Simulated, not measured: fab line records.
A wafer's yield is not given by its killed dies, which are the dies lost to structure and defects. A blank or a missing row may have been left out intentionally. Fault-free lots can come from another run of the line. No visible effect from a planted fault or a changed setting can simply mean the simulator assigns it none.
Matching of chambers | flow sfq_line | SFQ_TRILAYER_I3_CMP_CMP_082 on cmp-02: 4 sister chambers
The step polishes SiO2. 8 wafers are shown with their chamber, then 8 later ones without.

WAFERS PAIRED WITH THEIR CHAMBERS
wafer  | chamber | motor_current_A (A) | time_to_endpoint_s (s)
L513.1 | 0       | 10.3                | 216
L513.2 | 2       | 10.7                | 216
L516.2 | 0       | 11.1                | 214
L516.5 | 3       | 9.8                 | 222
L526.1 | 1       | 8.1                 | 218
L527.2 | 1       | 8.2                 | 222
L527.6 | 3       | 9.8                 | 221
L529.2 | 2       | 10.4                | 218

WAFERS WHOSE CHAMBER IS MISSING
wafer  | motor_current_A (A) | time_to_endpoint_s (s)
L529.5 | 10.0                | 213
L529.6 | 8.1                 | 229
L532.1 | 10.5                | 211
L532.5 | 10.0                | 215
L532.6 | 10.7                | 206
L533.1 | 10.4                | 210
L533.5 | 7.8                 | 221
L533.6 | 10.7                | 214

THE CHAMBER EACH PASSED THROUGH
wafer  | from the rows above          | in truth
L529.5 | can't be placed: 0 or 2      | 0
L529.6 | can't be placed: 1 or 3      | 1
L532.1 | can't be placed: 0 or 2      | 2
L532.5 | can't be placed: 2 or 0 or 3 | 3
L532.6 | can't be placed: 0 or 2      | 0
L533.1 | can't be placed: 0 or 2      | 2
L533.5 | 1                            | 1
L533.6 | can't be placed: 0 or 2      | 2
1 of 8 placed correctly. Cannot be placed on the basis of these rows: 7; the candidates contain the true chamber in 7. Wrongly placed: 0.
How it was worked out, from the rows above alone: a wafer's distance from a chamber is the root of the sum, over the readings, of the square of ((its reading less the chamber's mean) divided by the reading's scatter). If the next closest chamber is less than 2 further off than the closest, the wafer can't be placed; otherwise it belongs to the closest. Each chamber's mean is taken over the wafers shown for it. The scatter: take each reading less its chamber's mean, square it, sum over the shown wafers, divide by the number of wafers less the number of chambers, and take the root.
